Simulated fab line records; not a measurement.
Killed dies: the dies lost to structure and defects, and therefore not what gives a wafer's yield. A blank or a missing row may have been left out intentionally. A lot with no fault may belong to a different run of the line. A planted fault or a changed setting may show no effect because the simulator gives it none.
A lot that was struck, set against a sound lot    flow sky130    42 out of 708 route steps
Sound: these wafers, L677.1, L677.4, L677.6. The struck wafers were L684.1, L684.3, L684.5. The cause is named last.
Each step with rows lists, per side, the tool, then ch with its chambers, then its first start. Under that, the readings that differ: sound wafers    struck wafers    difference of the means    sigmas: that difference in standard deviations of wafers without a fault.
alike: readings with means less than 2 such deviations apart, plus words and numbers identical on both sides. not compared: withheld readings, readings lacking a value on some wafer, bounds such as >300 that could conceal the same value, and numbers that have no deviation in the record and whose values overlap.
The two part at a step that has a row with sigmas, a row that says differs or no value, or rows on one side only. Non-overlapping numbers with no deviation appear without sigmas and do not part them. Lack of a reading on every wafer of one side parts them only where that side has two or more wafers.

first, 1 step without rows for these wafers: SKY_PWDE_IMPLANT_08.
SKY_PWDE_STRIP_09: strips in O2/N2.
  sound on plasma asher-03 ch 0,1, day 4 14:17; struck on plasma asher-02 ch 0,1, day 6 08:20
  alike: drypump motor current A, oes product au, strip time to endpoint s
  not compared: rf hours counter h
SKY_PWDE_TW_MEAS_10:
  struck on film metro-02, day 6 08:26; sound on film metro-04, day 4 14:23
  alike: PWDE_TW
then, 7 steps without rows for these wafers: SKY_NWELL_DEHYDRATE_03 (time 60 s); SKY_NWELL_HMDS_04 (prime time 60 s); SKY_NWELL_COAT_05 (resist thk 3000 nm); SKY_NWELL_SOFTBAKE_06; SKY_NWELL_EXPOSE_07 (exposes mask NWM, target cd 840 nm); SKY_NWELL_PEB_08; SKY_NWELL_DEVELOP_09 (develop time 60 s).
SKY_NWELL_OVL_MEAS_10:
  struck on overlay-01, day 7 02:23; sound on overlay-01, day 5 07:30
  alike: NWELL_00_OVL
following that, these wafers have no rows for 1 step: SKY_NWELL_IMPLANT_11.
SKY_NWELL_IMPLANT_12:
  sound on implanter-02 ch 0, day 5 07:41; struck on implanter-01 ch 0, day 7 02:35
following that, these wafers have no rows for 1 step: SKY_NWELL_IMPLANT_13.
SKY_NWELL_STRIP_14: strips in O2/N2.
  sound on plasma asher-02 ch 0,1, day 5 07:59; struck on plasma asher-04 ch 0,1, day 7 02:53
  alike: drypump motor current A, oes product au, strip time to endpoint s
  not compared: rf hours counter h
SKY_NWELL_TW_MEAS_15:
  struck on film metro-04, day 7 02:59; sound on film metro-02, day 5 08:05
  alike: NWELL_TW
then, 7 steps without rows for these wafers: SKY_NWELL_DEHYDRATE_16 (time 60 s); SKY_NWELL_HMDS_17 (prime time 60 s); SKY_NWELL_COAT_18 (resist thk 3000 nm); SKY_NWELL_SOFTBAKE_19; SKY_NWELL_EXPOSE_20 (exposes mask NWM COMPLEMENT, target cd 840 nm); SKY_NWELL_PEB_21; SKY_NWELL_DEVELOP_22 (develop time 60 s).
SKY_NWELL_OVL_MEAS_23:
  struck on overlay-02, day 7 23:20; sound on overlay-02, day 6 00:58
  alike: NWELL_01_OVL
following that, these wafers have no rows for 1 step: SKY_NWELL_IMPLANT_24.
SKY_NWELL_STRIP_25: strips in O2/N2.
  sound on plasma asher-01 ch 0,1, day 6 01:09; struck on plasma asher-01 ch 0,1, day 7 23:32
  alike: drypump motor current A, oes product au, strip time to endpoint s
  not compared: rf hours counter h
SKY_NWELL_TW_MEAS_26:
  struck on film metro-03, day 7 23:38; sound on film metro-03, day 6 01:15
  alike: NWELL_2_TW
then, 1 step without rows for these wafers: SKY_NWELL_CLEAN_27 (cleans in SC1/SC2, time 150 s).
SKY_NWELL_RTA_28: time 30 s.
  sound on rtp anneal-02 ch 0, day 6 01:22; struck on rtp anneal-01 ch 0, day 7 23:44
  alike: lamp power pct, wafer_temp_C_max
SKY_NWELL_RS_MEAS_29: uses a four-point probe to measure.
  struck on film metro-02, day 7 23:50; sound on film metro-02, day 6 01:28
  alike: NWELL_RS
SKY_NWELL_RS_MEAS_31: uses a four-point probe to measure.
  struck on film metro-02, day 8 00:05; sound on film metro-02, day 6 01:42
  alike: PWDE_RS
then, 7 steps without rows for these wafers: SKY_VT_ADJUST_HVTP_DEHYDRATE_00 (time 60 s); SKY_VT_ADJUST_HVTP_HMDS_01 (prime time 60 s); SKY_VT_ADJUST_HVTP_COAT_02 (resist thk 1140 nm); SKY_VT_ADJUST_HVTP_SOFTBAKE_03 (time 60 s); SKY_VT_ADJUST_HVTP_EXPOSE_04 (exposes mask HVTPM, target cd 380 nm); SKY_VT_ADJUST_HVTP_PEB_05; SKY_VT_ADJUST_HVTP_DEVELOP_06 (develop time 59.14 s).
SKY_VT_ADJUST_HVTP_CD_MEAS_07: target cd 380 nm.
  struck on cd sem-02, day 8 20:50; sound on cd sem-01, day 6 19:10
  alike: cd nm
SKY_VT_ADJUST_HVTP_OVL_MEAS_08:
  struck on overlay-01, day 8 20:58; sound on overlay-01, day 6 19:17
  alike: VT_ADJUST_HVTP_OVL
following that, these wafers have no rows for 1 step: SKY_VT_ADJUST_HVTP_IMPLANT_09.
-- the record jumps here: 40 days lie between the struck wafers' starts before and after (it left off in module VT_ADJUST_HVTP and takes up again in module PAD_OPEN, whose first step shown is number 708 of the route) --
SKY_PAD_OPEN_PROBE_99:
  struck on prober-01, day 48 10:37; sound on prober-01, day 47 02:41
  alike: killed_at_M0_to_M3, killed_at_M4_up, killed at contacts, killed at front end, killed at other, killed dies, killed on rim, killed open, killed short
  not compared: model.etest.pfet_01v8_lvt.vt v range

## WHERE THEY PART
Nowhere in this record.

WHY: what had been put in by the simulator
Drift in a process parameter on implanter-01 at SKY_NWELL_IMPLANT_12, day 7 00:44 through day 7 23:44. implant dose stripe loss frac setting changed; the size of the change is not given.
